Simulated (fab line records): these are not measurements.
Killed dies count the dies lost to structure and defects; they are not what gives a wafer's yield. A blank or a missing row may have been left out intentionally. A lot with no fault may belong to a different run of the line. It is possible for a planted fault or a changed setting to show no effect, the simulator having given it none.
Which tool was responsible? / flow gf180mcu / 6 lots, 18 wafers sampled, at 1 step of a route of 602

## WHAT THE GAUGES SHOWED, per wafer
GF_V3_OVL_MEAS_15.
lot=L344; measured=day 22 18:13; on=overlay-01; V3_OVL (nm)=-7 -8 -9
lot=L346; measured=day 23 08:04; on=overlay-01; V3_OVL (nm)=3 -5 5
lot=L348; measured=day 24 05:25; on=overlay-02; V3_OVL (nm)=-9 -9 -14
lot=L350; measured=day 24 20:59; on=overlay-01; V3_OVL (nm)=-4 -2 -1
lot=L364; measured=day 29 01:47; on=overlay-01; V3_OVL (nm)=1 -5 -2
lot=L366; measured=day 29 16:51; on=overlay-02; V3_OVL (nm)=-16 -12 -11

## TOOL THAT RAN EACH LOT (tool first, then ch and the chambers of the sampled wafers, then the start)
No process step before these readings appears in the record.

## THE ANSWER, worked out from the rows above alone
Rule: the lots themselves supply what counts as usual. Put in order of their means at a reading, lots are off if they are a third of the lots or fewer, leave a main group of 4 or more, and stand apart from it by a gap of 3 or more times the standard deviation of the main group's means; of several such gaps the widest counts. A main group is skipped when, at the precision printed for the reading in the tables above, its means are all equal. Also off: a lot with no number at a reading for which 4 or more lots have one. All remaining lots with rows at the step are treated as sound.
Across all readings shown, no lot is off: no conclusion can be drawn from this.

## WHAT WAS PUT IN BY THE SIMULATOR
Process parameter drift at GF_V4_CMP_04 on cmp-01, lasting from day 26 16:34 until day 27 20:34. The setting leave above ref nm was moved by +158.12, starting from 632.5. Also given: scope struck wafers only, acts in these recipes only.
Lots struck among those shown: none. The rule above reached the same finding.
